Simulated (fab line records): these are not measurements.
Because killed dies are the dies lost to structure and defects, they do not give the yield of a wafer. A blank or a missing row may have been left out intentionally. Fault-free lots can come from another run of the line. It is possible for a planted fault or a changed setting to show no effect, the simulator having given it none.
Problem report, 8D (eight disciplines) form, completed by code | flow gf180mcu | the parts of the form that need people (team, actions taken, sign-off) are left out

1. WHAT IS WRONG
Wafers without a fault read 0.941 a.u., standard deviation 0.0063; oes-product-au at GF_MIM_METAL_ETCH_19 reads a mean of 1.005 a.u. on 3 wafers belonging to 2 lots. Measured from the usual mean, that is +10 standard deviations.
The step: etches the open film in Cl2/BCl3, stops on Si3N4, target depth 324.5 nm, time 54.1 s.
First seen on wafer L786.1, day 30 00:55, on rie-metal-01. The record holds 36 wafers of 12 lots with a number at this step. The rule behind "out" and "out of limits": a value lying over 4 standard deviations away from the usual mean. All remaining wafers that have a number are taken as sound.

2. WHAT IT IS; WHAT IT IS NOT
question                    | is                                 | is not
which readings at this step | oes-product-au, throttle-valve-pct | drypump-motor-current-A
which lots                  | L786, L789                         | L771, L773, L776, L777, L778, L780, L783, L787, L792, L793
which wafers of those lots  | L786.1, L786.2, L789.2             | L786.4, L789.4, L789.5
read on which tools         | rie-metal-01, rie-metal-03         | rie-metal-02
when                        | from day 30 00:55                  | up to then (22 sound wafers); but 11 sound wafers of L787, L789, L792, L793 came after

3. SUSPECTS, AND WHAT RULES EACH OUT
Counting: if a tool at a process step up to the reading ran every lot that is out, it stays a suspect. Sound lots after the first of them don't rule it out here, since some wafers of a struck lot are sound.
- plasma-asher-04 at GF_M4_STRIP_17 (strips in O2/N2): kept. It processed each lot that is out (first: L786, day 28 07:02); up to then, its last sound lot is L771 (day 23 12:17).
- pvd-sputter-02 at GF_MIM_SPUTTER_07 (material TiN, target thk 60 nm, time 50 s): kept. It processed each lot that is out (first: L786, day 29 05:43); up to then, its last sound lot is L780 (day 27 15:21).
After counting, plasma-asher-04 at GF_M4_STRIP_17 and pvd-sputter-02 at GF_MIM_SPUTTER_07 remain.

4. THE CAUSE (what the simulator had put in)
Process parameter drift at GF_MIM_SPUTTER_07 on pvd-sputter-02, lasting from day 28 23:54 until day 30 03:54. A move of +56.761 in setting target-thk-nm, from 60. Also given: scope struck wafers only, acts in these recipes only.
2 suspects survive the count, and this tool is in that group.

5. THE CHAIN OF EFFECTS, in route order
Each row: a reading where the mean over the struck wafers with a number is more than 3 standard deviations away from the usual. Only readings for which the record gives a usual standard deviation are gone through. hours: the time from each lot's start at the first step in this table that gives one to its start at this step, as a median over the lots. sigmas: the change in usual standard deviations.
hours | step                 | reading            | usual      | on struck wafers | change | sigmas
0     | GF_MIM_METAL_ETCH_19 | oes-product-au     | 0.941 a.u. | 1.005            | +0.064 | +10
0     | GF_MIM_METAL_ETCH_19 | throttle-valve-pct | 28.283 %   | 28.208           | -0.075 | -6.8
Its process steps:
- GF_MIM_METAL_ETCH_19: etches the open film in Cl2/BCl3, stops on Si3N4, target depth 324.5 nm, time 54.1 s.
Later steps that measure or inspect, where all struck wafers having a row at the step show a number for every such reading and not one has moved that far: GF_V5_CD_MEAS_14.

6. HOW IT WOULD HAVE BEEN CAUGHT EARLIER
In this record no reading fell out of limits until day 30 00:55, 25 hours after the fault had begun at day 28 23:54.
Of the tool readings at GF_MIM_SPUTTER_07 for which the record gives a usual standard deviation, none was out on any struck wafer, so an alarm limit of 4 standard deviations on them would not have fired.
Lots out: 2; all had begun GF_MIM_SPUTTER_07 on pvd-sputter-02 by day 30 00:55. Had the tool been put on hold then, not one of them would have been saved.
